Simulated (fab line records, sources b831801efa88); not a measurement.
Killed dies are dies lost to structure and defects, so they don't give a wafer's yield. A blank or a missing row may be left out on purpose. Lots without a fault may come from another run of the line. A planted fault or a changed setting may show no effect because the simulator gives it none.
A struck lot beside a sound one | flow gf180mcu | 13 steps out of a route of 602
Sound: wafers L171.1, L171.2, L171.3. Struck: wafers L185.1, L185.2, L185.4. The cause comes at the end.
At each step with rows: each side's tool, then ch and its chambers, then its first start. Under that, the readings that differ: sound wafers | struck wafers | difference of the means | sigmas: that difference in standard deviations of wafers without a fault.
alike: readings whose means differ by less than 2 such deviations, and words and numbers that are the same on both sides. not compared: withheld readings, readings that some wafer has no value for, bounds like >300 that may hide the same value, and numbers for which the record gives no deviation and whose values overlap.
The two part at a step that has a row with sigmas, a row that says differs or no value, or rows on one side only. Numbers that don't overlap but have no deviation are shown without sigmas and don't part them. A reading that every wafer of one side lacks parts them only if that side has two wafers or more.

GF_V1_CD_MEAS_14: target cd 260 nm.
  sound on cd_sem-02, day 18 05:49; struck on cd_sem-01, day 23 10:55
  alike: cd_nm
GF_V1_OVL_MEAS_15:
  sound on overlay-02, day 18 05:56; struck on overlay-01, day 23 11:02
  alike: V1_OVL
GF_V1_ETCH_16: etches BARC in N2/H2.
  sound on rie_diel-02 ch 1,2,3, day 18 05:58; struck on rie_diel-02 ch 0,2,3, day 23 11:04
  reading               | sound             | struck            | difference | sigmas
  oes_product_au (a.u.) | 0.850 0.855 0.844 | 0.858 0.861 0.860 | +0.010     | +2
  alike: chamber_pressure_mTorr, drypump_motor_current_A, n2_flow_sccm, throttle_valve_pct
GF_V1_ETCH_17: etches SiO2 in C4F8/O2/Ar, stops on TiN, target depth 630 nm.
  sound on rie_diel-02 ch 1,2,3; struck on rie_diel-02 ch 0,2,3
  alike: chamber_pressure_mTorr, oes_product_au
GF_V1_STRIP_18: strips in O2/N2.
  sound on plasma_asher-02 ch 0,1, day 18 06:05; struck on plasma_asher-02 ch 0,1, day 23 11:11
  alike: chamber_pressure_mTorr, drypump_motor_current_A, heater_power_w, n2_flow_sccm, oes_product_au
  not compared: rf_hours_counter_h
then, 3 steps without rows for these wafers: GF_V1_STRIP_19 (strips in post etch residue remover, time 1200 s); GF_V1_CLEAN_20 (cleans in DIW); GF_V1_SPUTTER_21 (material Ti, target thk 15 nm, time 80.02 s).
GF_V1_SPUTTER_22: material TiN, target thk 10 nm, time 40 s.
  sound on pvd_sputter-02, day 18 06:44; struck on pvd_sputter-02, day 23 11:51
  alike: throttle_valve_pct
GF_V1_CVD_23: deposits W, target thk 350 nm, time 105.05 s.
  sound on cvd_w-01 ch 0,1, day 18 06:46; struck on cvd_w-02 ch 0,1, day 23 11:53
  alike: heater_power_w
GF_V1_RS_MEAS_24: measures by four-point-probe.
  sound on film_metro-04, day 18 06:53; struck on film_metro-01, day 23 12:00
  alike: V1_W_RS
GF_V1_THK_MEAS_25: measures by xrf.
  sound on film_metro-04, day 18 07:00; struck on film_metro-01, day 23 12:07
  alike: V1_W_THK
GF_V1_CMP_26: polishes, stops on SiO2, t overpolish 15 s, target thk 0 nm.
  sound on cmp-02 ch 0,2,3, day 18 07:04; struck on cmp-02 ch 0,2,3, day 23 12:11
  reading                | sound                | struck            | difference | sigmas
  overpolish_run_s (s)   | 15.015 15.018 15.001 | 0.036 0.046 0.036 | -14.972    | -99 or more
  time_to_endpoint_s (s) | 88.3 88.3 84.0       | 127.9 129.8 130.2 | +42.4      | +14
  alike: motor_current_A, retaining_ring_pressure_frac

WHERE THEY PART
First at GF_V1_ETCH_16; last, within this record, at GF_V1_CMP_26.

WHY: what the simulator had put in
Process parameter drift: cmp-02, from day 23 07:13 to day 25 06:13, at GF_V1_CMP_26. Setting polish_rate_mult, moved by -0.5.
